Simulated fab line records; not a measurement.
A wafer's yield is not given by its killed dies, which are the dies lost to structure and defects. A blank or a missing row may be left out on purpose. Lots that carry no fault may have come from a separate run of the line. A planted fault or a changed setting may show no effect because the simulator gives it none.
A single fault, viewed from 2 desks -- flow gf180mcu -- every desk sees just its own numbers, and what lay behind them comes last

== METROLOGY DESK ==
Lot by lot, what the gauges showed, no matter which tool ran the lot: averages of those sampled wafers that carry a number. A lot is out of limits, marked OUT, if its mean lies more than 4 standard deviations from the usual mean; the brackets give that distance.
Columns: A = STI_OXIDATION_02_THK at GF_STI_THK_MEAS_30, usual 10.05 nm
lot,first seen here,A
L667,day 3 05:31,10.10
L669,day 3 14:49,10.30
L679,day 5 15:59,9.56
L681,day 6 02:40,9.99
L683,day 6 13:59,10.07
L686,day 7 05:13,10.25
This desk found nothing out of limits on any of the 6 lots.

== DESK OF THE TOOL OWNER: implanter-03 ==
The tool's own readings at GF_DNWELL_IMPLANT_07, given as means over the sampled wafers that have a number, one for each lot that went through this tool. A lot is out of limits, marked OUT, if its mean lies more than 4 standard deviations from the usual mean; the brackets give that distance.
Columns: A = beam energy keV at GF_DNWELL_IMPLANT_07, usual 1500.1; B = end station pressure torr at GF_DNWELL_IMPLANT_07, usual 5.07e-06 Torr; C = faraday current uA at GF_DNWELL_IMPLANT_07, usual 56.2
lot,first seen here,A,B,C
L669,day 4 04:12,1499.6,5.05e-06,57.3
L679,day 6 05:52,1612.7 (+99 or more) OUT,5.18e-06,56.3
L681,day 6 17:14,1613.1 (+99 or more) OUT,5.07e-06,55.4
This desk's finding: out of limits on L679, L681; first on L679, day 6 05:52 (beam energy keV at GF_DNWELL_IMPLANT_07). Within limits: L669.

== TAKEN TOGETHER ==
The tool owner's desk could have raised an alarm at day 6 05:52, on L679, L681.
At the metrology desk, nothing out of limits was observed.
The metrology desk holds a record of L679, L681, inside its limits.
Of the lots named, all ran GF_DNWELL_IMPLANT_07 on implanter-03.

== WHAT WAS PUT IN BY THE SIMULATOR ==
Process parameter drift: implanter-03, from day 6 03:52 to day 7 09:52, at GF_DNWELL_IMPLANT_07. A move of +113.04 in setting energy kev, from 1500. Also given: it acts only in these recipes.
Lots struck among those shown: L679, L681.
How many hours passed from the start of the fault until each desk's first out-of-limits reading: the tool owner's desk, 2.
